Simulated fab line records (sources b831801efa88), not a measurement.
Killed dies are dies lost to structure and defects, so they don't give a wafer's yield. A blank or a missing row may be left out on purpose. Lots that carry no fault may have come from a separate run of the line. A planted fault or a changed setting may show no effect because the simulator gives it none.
fab line records | flow sky130
record lots=6 wafers=18 last-day=50
route steps=708 shown VT_ADJUST_NCORE@123 VT_ADJUST_HVTR@131 PAD_OPEN@708
lots with no fault: from the same line, run without faults
start-h: hours from the record's opening day to when the first of the lot's shown wafers began | wait-h: time in hours since the lot's previous step | " as in the row above | L1.1+2: a row that stands for several wafers | - no value, or no start was given | * or withheld: withheld | < > ~ a bound
route shown NAME@n: NAME is a module with steps in the file, n the number in the route of the first one | usual: mean and standard deviation over wafers with no fault | same: alike in all rows | chamber/n: place in a boat | sites: per-site readings | _std_site: the standard deviation of these | _edge_site: the outer-site mean with the inner-site mean subtracted | radius-mm: for every site, how far away it sits from the centre of the wafer | mask NAME#n: copy n | behind: the last tool/chamber to shape the wafer | hold: the reason the lot was held/the length of the hold in hours/how it ended | device: the transistor (n, p or np) that didn't switch | end of line: the same wafers' tests at the end of the route | a step given without rows: its recipe and nothing more | killed: at the first sort, the dies lost to defects and structure; wafer yield is something else | map: the dies of a wafer, with x for killed, . for not killed, _ for no die there
set.NAME: the run value of the setting; set.NAME@STEP: its run value at that earlier step | model.NAME: the simulator's own value behind a step, which no gauge read
certain route steps with their lots: each step a table, each wafer a row
services: when a tool's chamber went out of use (start-h, in hours from the record's first day, below 0 if earlier), for how many hours, and the reason
## steps
# step SKY_VT_ADJUST_NCORE_EXPOSE_04
# recipe mask-id=LVTN_COMPLEMENT_THIN na=0.6 source-shape=conventional sigma-outer=0.6 polarization=unpolarized target-cd-nm=380 dose-mj=139
# step SKY_VT_ADJUST_NCORE_PEB_05
# recipe temp-c=withheld time-s=* resist=NOVOLAK
# step SKY_VT_ADJUST_NCORE_DEVELOP_06
# recipe resist=NOVOLAK developer=TMAH develop-time-s=60 dev-temp-c=23
# step SKY_VT_ADJUST_NCORE_CD_MEAS_07
# recipe target-cd-nm=380
# usual cd-nm=380.5/2.2
# columns lot.wafer tool chamber start-h wait-h cd-nm
L592.4 cd-sem-01 - 190.37 0.1 383.0
L592.5 " - " " 381.5
L592.6 " - " " 382.5
L594.3 cd-sem-02 - 198.29 0.1 381.1
L594.4 " - " " 377.8
L594.6 " - " " 379.3
L604.3 cd-sem-01 - 279.19 0.1 382.4
L604.5 " - " " 378.2
L604.6 " - " " 379.4
L605.1 cd-sem-01 - 279.45 0.1 380.4
L605.4 " - " " 378.8
L605.6 " - " " 380.8
L610.2 cd-sem-01 - 329.57 0.1 381.2
L610.3 " - " " 380.3
L610.6 " - " " 378.2
L613.1 cd-sem-01 - 342.10 0.1 382.7
L613.5 " - " " 380.6
L613.6 " - " " 382.7
# step SKY_VT_ADJUST_NCORE_OVL_MEAS_08
# usual VT_ADJUST_NCORE_OVL=0.0/1.4
# columns lot.wafer tool chamber start-h wait-h VT_ADJUST_NCORE_OVL[nm]
L592.4 overlay-01 - 190.45 0.1 0.4
L592.5 " - " " 1.4
L592.6 " - " " 0.0
L594.3 overlay-01 - 198.38 0.1 1.2
L594.4 " - " " 0.6
L594.6 " - " " 1.8
L604.3 overlay-01 - 279.28 0.1 1.8
L604.5 " - " " -0.3
L604.6 " - " " 2.1
L605.1 overlay-01 - 279.57 0.1 1.4
L605.4 " - " " 0.1
L605.6 " - " " 0.4
L610.2 overlay-01 - 329.68 0.1 -1.3
L610.3 " - " " -1.5
L610.6 " - " " -0.5
L613.1 overlay-02 - 342.22 0.1 -0.7
L613.5 " - " " -1.5
L613.6 " - " " -0.5
# step SKY_VT_ADJUST_NCORE_IMPLANT_09
# recipe species=B energy-kev=10 dose-cm2=2.4e+12 tilt-deg=withheld
# step SKY_VT_ADJUST_NCORE_STRIP_10
# recipe chemistry=O2/N2 power-w=1400 pressure-mtorr=1500 platen-temp-c=withheld o2-flow-sccm=3000 n2-flow-sccm=300 overash-fraction=0.5
# usual drypump-motor-current-A=5.8/0.52 oes-product-au=0.715/0.0049 strip-time-to-endpoint-s=14.18/0.038
# columns lot.wafer tool chamber start-h wait-h drypump-motor-current-A oes-product-au rf-hours-counter-h strip-time-to-endpoint-s
L592.4 plasma-asher-01 0 190.65 0.1 5.8 0.709 - 14.21
L592.5 " 1 " " 4.8 0.714 - 14.18
L592.6 " 0 " " 5.8 0.713 - 14.21
L594.3 plasma-asher-02 1 198.59 0.1 6.0 0.713 - 14.17
L594.4 " 0 " " 6.3 0.713 - 14.16
L594.6 " 1 " " 6.0 0.710 - 14.21
L604.3 plasma-asher-02 1 279.49 0.1 6.0 0.708 - 14.19
L604.5 " 1 " " 6.0 0.726 - 14.13
L604.6 " 0 " " 6.3 0.716 - 14.18
L605.1 plasma-asher-03 0 279.76 0.1 6.1 0.723 60 14.18
L605.4 " 0 " " 6.1 0.717 - 14.21
L605.6 " 1 " " 6.0 0.709 - 14.20
L610.2 plasma-asher-01 0 329.86 0.1 5.8 0.712 20 14.16
L610.3 " 1 " " 4.8 0.719 - 14.10
L610.6 " 1 " " 4.8 0.723 - 14.17
L613.1 plasma-asher-01 1 342.41 0.1 4.8 0.712 22 14.24
L613.5 " 1 " " 4.8 0.722 - 14.23
L613.6 " 0 " " 5.7 0.716 - 14.19
# step SKY_VT_ADJUST_NCORE_TW_MEAS_11
# usual VT_ADJUST_NCORE_TW=220.0/1.2
# columns lot.wafer tool chamber start-h wait-h VT_ADJUST_NCORE_TW
L592.4 film-metro-03 - 190.75 0.1 218.4
L592.5 " - " " 218.4
L592.6 " - " " 218.1
L594.3 film-metro-04 - 198.68 0.1 220.4
L594.4 " - " " 220.3
L594.6 " - " " 221.3
L604.3 film-metro-04 - 279.58 0.1 221.0
L604.5 " - " " 222.3
L604.6 " - " " 220.7
L605.1 film-metro-03 - 279.86 0.1 219.4
L605.4 " - " " 219.5
L605.6 " - " " 220.1
L610.2 film-metro-03 - 329.97 0.1 218.3
L610.3 " - " " 219.3
L610.6 " - " " 218.4
L613.1 film-metro-03 - 342.51 0.1 220.1
L613.5 " - " " 219.9
L613.6 " - " " 219.8
# step SKY_VT_ADJUST_HVTR_DEHYDRATE_00
# recipe temp-c=200 time-s=60
# step SKY_VT_ADJUST_HVTR_HMDS_01
# recipe prime-time-s=60 prime-temp-c=120
# step SKY_VT_ADJUST_HVTR_COAT_02
# recipe resist=NOVOLAK spin-rpm=3000 resist-thk-nm=1140
# step SKY_VT_ADJUST_HVTR_SOFTBAKE_03
# recipe temp-c=90 time-s=60 resist=NOVOLAK
# step SKY_VT_ADJUST_HVTR_EXPOSE_04
# recipe mask-id=HVTRM target-cd-nm=380 na=0.6 source-shape=conventional sigma-outer=0.6 dose-mj=150
# same na=0.6
# columns lot.wafer tool chamber start-h wait-h mask model.VT_ADJUST_HVTR.overlay-x-nm
L592.4+5+6 iline-stepper-01 0 201.53 - HVTRM#0 0.7414
L594.3+4+6 iline-stepper-02 0 209.96 - HVTRM#0 0.8552
L604.3+5+6 iline-stepper-01 0 292.37 - HVTRM#0 169.8
L605.1+4+6 iline-stepper-01 0 292.45 - HVTRM#0 169
L610.2+3+6 iline-stepper-02 0 342.60 - HVTRM#0 -1.511
L613.1+5+6 iline-stepper-02 0 356.38 - HVTRM#0 0.4744
# step SKY_VT_ADJUST_HVTR_PEB_05
# recipe temp-c=withheld time-s=* resist=NOVOLAK
# step SKY_VT_ADJUST_HVTR_DEVELOP_06
# recipe develop-time-s=60 dev-temp-c=23
# step SKY_VT_ADJUST_HVTR_CD_MEAS_07
# recipe target-cd-nm=380
# usual cd-nm=380.1/2.5
# columns lot.wafer tool chamber start-h wait-h cd-nm
L592.4 cd-sem-01 - 212.57 0.1 385.0
L592.5 " - " " 381.4
L592.6 " - " " 384.8
L594.3 cd-sem-02 - 221.25 0.1 385.2
L594.4 " - " " 381.0
L594.6 " - " " 383.2
L604.3 cd-sem-02 - 305.19 0.1 379.0
L604.5 " - " " 377.3
L604.6 " - " " 375.7
L605.1 cd-sem-01 - 305.45 0.1 380.4
L605.4 " - " " 378.4
L605.6 " - " " 380.6
L610.2 cd-sem-02 - 356.57 0.1 376.7
L610.3 " - " " 378.6
L610.6 " - " " 378.2
L613.1 cd-sem-02 - 369.35 0.1 383.7
L613.5 " - " " 379.1
L613.6 " - " " 379.7
# step SKY_VT_ADJUST_HVTR_OVL_MEAS_08
# usual VT_ADJUST_HVTR_OVL=0.1/1.4
# columns lot.wafer tool chamber start-h wait-h VT_ADJUST_HVTR_OVL[nm]
L592.4 overlay-02 - 212.65 0.1 1.1
L592.5 " - " " 1.1
L592.6 " - " " -0.2
L594.3 overlay-02 - 221.34 0.1 0.8
L594.4 " - " " -0.1
L594.6 " - " " 0.9
L604.3 overlay-01 - 305.28 0.1 168.3
L604.5 " - " " 168.0
L604.6 " - " " 169.4
L605.1 overlay-02 - 305.57 0.1 169.2
L605.4 " - " " 169.0
L605.6 " - " " 169.4
L610.2 overlay-01 - 356.68 0.1 -0.6
L610.3 " - " " -1.9
L610.6 " - " " -0.8
L613.1 overlay-02 - 369.47 0.1 1.3
L613.5 " - " " 1.5
L613.6 " - " " 1.3
# step SKY_VT_ADJUST_HVTR_IMPLANT_09
# recipe species=B energy-kev=10 dose-cm2=2.1e+12 tilt-deg=withheld
# step SKY_PAD_OPEN_PROBE_99
# usual killed_at_M0_to_M3=43/6.7 killed_at_M4_up=3.2/1.8 killed-at-contacts=25/5.2 killed-at-front-end=15/4.4 killed-at-other=0.2/0.4 killed-dies=87/9.3 killed-open=48/7.1 killed-short=39/6
# same gross-dies=492 killed-at-back-side=0
# columns lot.wafer tool chamber start-h wait-h killed_at_M0_to_M3 killed_at_M4_up killed-at-contacts killed-at-front-end killed-at-other killed-dies killed-open killed-short model.etest.pfet_01v8_mvt.drive-ua-um model.etest.pfet_01v8_mvt.off-log10-a-um model.etest.pfet_01v8_mvt.vt-sat-v model.etest.pfet_01v8_mvt.vt-v
L592.4 prober-02 - 1080.96 0.2 49 1 23 15 0 88 46 42 150.6 -10.82 -0.58 -0.6666
L592.5 prober-02 - 1081.01 0.2 46 4 22 19 1 92 53 39 149 -11.08 -0.5929 -0.675
L592.6 prober-02 - 1081.06 0.2 35 2 28 16 1 82 48 34 147.2 -10.96 -0.5908 -0.6728
L594.3 prober-02 - 1086.92 0.2 53 4 28 16 0 101 56 45 154.6 -10.36 -0.5412 -0.6307
L594.4 prober-02 - 1086.97 0.2 33 4 27 10 0 74 36 38 157.5 -10.14 -0.529 -0.6255
L594.6 prober-02 - 1087.07 0.2 34 4 21 23 0 82 38 44 155.3 -10.31 -0.534 -0.6279
L604.3 prober-01 - 1158.55 0.2 48 1 22 16 0 87 45 42 138 -11.97 -0.6985 -0.7717
L604.5 prober-01 - 1158.65 0.2 41 4 31 16 0 92 51 41 141.7 -11.84 -0.6954 -0.7679
L604.6 prober-01 - 1158.70 0.2 43 0 30 22 0 95 52 43 140.7 -11.87 -0.6932 -0.7692
L605.1 prober-01 - 1159.93 0.1 45 4 18 10 0 77 45 32 135.5 -12.16 -0.7243 -0.7948
L605.4 prober-01 - 1160.08 0.2 33 2 25 15 1 76 38 38 136.4 -12.27 -0.7274 -0.7965
L605.6 prober-01 - 1160.18 0.2 54 2 24 24 1 105 55 50 135.4 -12.21 -0.7276 -0.7963
L610.2 prober-02 - 1188.10 0.1 41 5 21 20 0 87 48 39 150.9 -10.4 -0.5465 -0.6338
L610.3 prober-02 - 1188.15 0.2 37 6 33 12 0 88 48 40 151 -10.23 -0.5414 -0.6298
L610.6 prober-02 - 1188.30 0.2 28 3 27 10 0 68 32 36 152.8 -10.26 -0.5333 -0.6232
L613.1 prober-01 - 1199.92 0.1 45 5 16 13 0 79 31 48 148.6 -10.8 -0.5798 -0.6589
L613.5 prober-01 - 1200.12 0.2 30 5 25 10 1 71 43 28 150 -10.86 -0.5834 -0.6669
L613.6 prober-01 - 1200.17 0.2 47 4 23 12 0 86 50 36 149.8 -10.9 -0.5885 -0.671
# killed by level:class
L592.4 VIA1:geometric-particle:open=11 VIA1:geometric-particle:short=8 CONTACT:geometric-particle:open=7 VIA3:geometric-particle:open=7 POLY_GATE:geometric-particle:short=6 LI_CONTACT:geometric-particle:open=6 SPACER:geometric-particle:short=5 CONTACT:geometric-particle:short=5
L592.5 VIA1:geometric-particle:open=12 CONTACT:geometric-particle:open=10 VIA3:geometric-particle:open=8 METAL2:geometric-particle:short=6 LI_CONTACT:geometric-particle:open=6 VIA2:geometric-particle:open=6 FIELD_ISO:geometric-particle:short=5 METAL3:geometric-particle:short=5
L592.6 CONTACT:geometric-particle:open=15 LI_CONTACT:geometric-particle:open=9 VIA1:geometric-particle:open=7 FIELD_ISO:geometric-particle:short=6 VIA2:geometric-particle:open=5 VIA3:geometric-particle:open=5 METAL1:geometric-particle:short=4 POLY_GATE:geometric-particle:short=3
L594.3 VIA2:geometric-particle:open=12 VIA1:geometric-particle:open=9 LI_CONTACT:geometric-particle:open=8 CONTACT:geometric-particle:open=8 VIA1:geometric-particle:short=8 METAL3:geometric-particle:short=7 POLY_GATE:geometric-particle:open=6 CONTACT:geometric-particle:short=6
L594.4 CONTACT:geometric-particle:open=15 METAL1:geometric-particle:short=9 METAL2:geometric-particle:short=6 VIA3:geometric-particle:open=5 CONTACT:geometric-particle:short=4 LI_CONTACT:geometric-particle:open=4 METAL4:geometric-particle:short=4 POLY_GATE:geometric-particle:open=3
L594.6 VIA1:geometric-particle:open=11 POLY_GATE:geometric-particle:short=8 POLY_GATE:geometric-particle:open=7 CONTACT:geometric-particle:short=5 CONTACT:geometric-particle:open=5 METAL1:geometric-particle:short=5 LOCAL_INTERCONNECT:geometric-particle:short=4 METAL4:geometric-particle:short=4
L604.3 VIA1:geometric-particle:open=12 FIELD_ISO:geometric-particle:short=8 LI_CONTACT:geometric-particle:open=8 VIA3:geometric-particle:open=6 VIA2:geometric-particle:open=6 METAL1:geometric-particle:short=6 VIA1:geometric-particle:short=6 LI_CONTACT:geometric-particle:short=4
L604.5 CONTACT:geometric-particle:open=14 VIA1:geometric-particle:open=9 CONTACT:geometric-particle:short=6 VIA3:geometric-particle:open=6 LI_CONTACT:geometric-particle:open=5 VIA1:geometric-particle:short=5 METAL2:geometric-particle:short=5 FIELD_ISO:geometric-particle:open=4
L604.6 VIA1:geometric-particle:open=13 LI_CONTACT:geometric-particle:open=8 FIELD_ISO:geometric-particle:short=7 FIELD_ISO:geometric-particle:open=6 LOCAL_INTERCONNECT:geometric-particle:short=6 CONTACT:geometric-particle:open=6 METAL2:geometric-particle:short=6 LI_CONTACT:geometric-particle:short=5
L605.1 VIA1:geometric-particle:open=8 METAL2:geometric-particle:short=8 VIA2:geometric-particle:open=7 CONTACT:geometric-particle:open=7 VIA3:geometric-particle:open=7 LI_CONTACT:geometric-particle:open=5 FIELD_ISO:geometric-particle:open=4 VIA1:geometric-particle:short=4
L605.4 CONTACT:geometric-particle:open=9 FIELD_ISO:geometric-particle:short=7 VIA2:geometric-particle:open=6 LI_CONTACT:geometric-particle:open=5 VIA1:geometric-particle:open=5 METAL2:geometric-particle:short=5 METAL1:geometric-particle:short=4 LI_CONTACT:geometric-particle:short=4
L605.6 FIELD_ISO:geometric-particle:open=10 METAL2:geometric-particle:short=10 VIA1:geometric-particle:open=10 CONTACT:geometric-particle:open=9 METAL1:geometric-particle:short=6 LI_CONTACT:geometric-particle:short=5 VIA2:geometric-particle:open=5 VIA3:geometric-particle:open=5
L610.2 VIA3:geometric-particle:open=11 CONTACT:geometric-particle:open=9 LI_CONTACT:geometric-particle:open=5 VIA2:geometric-particle:open=5 POLY_GATE:geometric-particle:open=4 POLY_GATE:geometric-particle:short=4 SPACER:geometric-particle:short=4 METAL1:geometric-particle:short=4
L610.3 LI_CONTACT:geometric-particle:open=12 CONTACT:geometric-particle:open=11 METAL1:geometric-particle:short=7 LOCAL_INTERCONNECT:geometric-particle:short=6 METAL2:geometric-particle:short=5 VIA1:geometric-particle:open=5 VIA1:geometric-particle:short=5 METAL4:geometric-particle:short=4
L610.6 LI_CONTACT:geometric-particle:open=9 LI_CONTACT:geometric-particle:short=6 VIA1:geometric-particle:open=6 LOCAL_INTERCONNECT:geometric-particle:short=5 VIA3:geometric-particle:open=5 FIELD_ISO:geometric-particle:short=4 CONTACT:geometric-particle:open=4 METAL1:geometric-particle:short=4
L613.1 VIA1:geometric-particle:open=10 METAL1:geometric-particle:short=7 METAL2:geometric-particle:short=5 CONTACT:geometric-particle:open=5 VIA1:geometric-particle:short=5 METAL4:geometric-particle:short=5 POLY_GATE:geometric-particle:short=4 LOCAL_INTERCONNECT:geometric-particle:short=4
L613.5 CONTACT:geometric-particle:open=10 VIA3:geometric-particle:open=8 VIA1:geometric-particle:open=7 LI_CONTACT:geometric-particle:open=6 CONTACT:geometric-particle:short=5 POLY_GATE:geometric-particle:short=4 VIA1:geometric-particle:short=4 VIA2:geometric-particle:open=4
L613.6 VIA1:geometric-particle:open=18 VIA1:geometric-particle:short=7 LI_CONTACT:geometric-particle:open=7 LOCAL_INTERCONNECT:geometric-particle:short=7 VIA3:geometric-particle:open=6 CONTACT:geometric-particle:open=6 VIA2:geometric-particle:open=5 METAL1:geometric-particle:short=4
## services
# columns tool chamber start-h hours kind
iline-stepper-02 - 177.73 4.4 pm
iline-stepper-01 - 189.74 1.7 pm
iline-stepper-01 - 211.66 8.9 pm
iline-stepper-02 - 216.83 3.2 repair
iline-stepper-02 - 220.65 1.7 pm
iline-stepper-01 - 272.45 7.4 repair
iline-stepper-02 - 300.33 2.1 pm
iline-stepper-02 - 302.42 - consumable-replace:lamp
iline-stepper-02 - 316.19 3.8 repair
iline-stepper-02 - 349.79 2.3 repair
## key
first-sign step=SKY_VT_ADJUST_HVTR_OVL_MEAS_08 reading=VT_ADJUST_HVTR_OVL direction=up sigmas=99+ usual=0.1 struck=168.9
effect none on later readings
model-effect step=SKY_VT_ADJUST_HVTR_EXPOSE_04 value=VT_ADJUST_HVTR.overlay-x-nm without=0.08578 struck=169.4
model-effect step=SKY_PAD_OPEN_PROBE_99 value=etest.pfet_01v8_mvt.drive-ua-um without=150.3 struck=138
met-at SKY_VT_ADJUST_HVTR_EXPOSE_04
struck-wafers L604.3,L604.5,L604.6,L605.1,L605.4,L605.6
tester-left-out L604,L605
onset-between 201.53 292.37
fault kind=scanner-matching-overlay tool=iline-stepper-01 chamber=- onset-h=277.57 steps=SKY_VT_ADJUST_HVTR_EXPOSE_04 offset=169.29
# tester-left-out: of these lots the tester's yield and bins aren't shown, on N5 and GAA mostly nor the transistor test; their killed dies are dies lost to structure and defects alone, not to doping, threshold or leakage, so they don't give the yield
